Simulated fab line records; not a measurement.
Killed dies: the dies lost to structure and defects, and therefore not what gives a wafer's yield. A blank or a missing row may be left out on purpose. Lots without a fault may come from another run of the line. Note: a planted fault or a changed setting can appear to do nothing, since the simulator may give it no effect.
Chamber matching -- flow sky130 -- SKY_CAPM_CVD_00 on pecvd-04 has 3 sister chambers
The step deposits SiO2, target thk 15.5 nm. 3 wafers are shown with their chamber, then 6 later ones without.

## WAFERS PAIRED WITH THEIR CHAMBERS
wafer,chamber,heater power w (W)
L171.4,0,816
L174.4,2,682
L174.5,1,661

## WAFERS MISSING THEIR CHAMBER
wafer,heater power w (W)
L174.6,683
L178.2,698
L178.3,635
L184.3,738
L184.4,751
L184.5,651

## WHICH CHAMBER EACH ONE RAN IN
wafer,from the rows above,in truth
L174.6,can't be placed: 2 or 1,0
L178.2,can't be placed: 2 or 1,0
L178.3,can't be placed: 1 or 2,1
L184.3,can't be placed: 2 or 1 or 0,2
L184.4,can't be placed: 0 or 2 or 1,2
L184.5,can't be placed: 1 or 2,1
0 of 6 placed correctly. These rows do not allow placing 6 (true chamber among the candidates in 4). Placed wrongly: 0.
How it was worked out, from the rows above alone: a wafer's distance from a chamber is the root of the sum, over the readings, of the square of ((its reading less the chamber's mean) divided by the reading's scatter). If the next closest chamber is less than 2 further off than the closest, the wafer can't be placed; otherwise it belongs to the closest. Each chamber's mean is taken over the wafers shown for it. The scatter: with one shown wafer a chamber, the root of the mean of the squares of how far each hidden wafer lies from its nearest shown one.
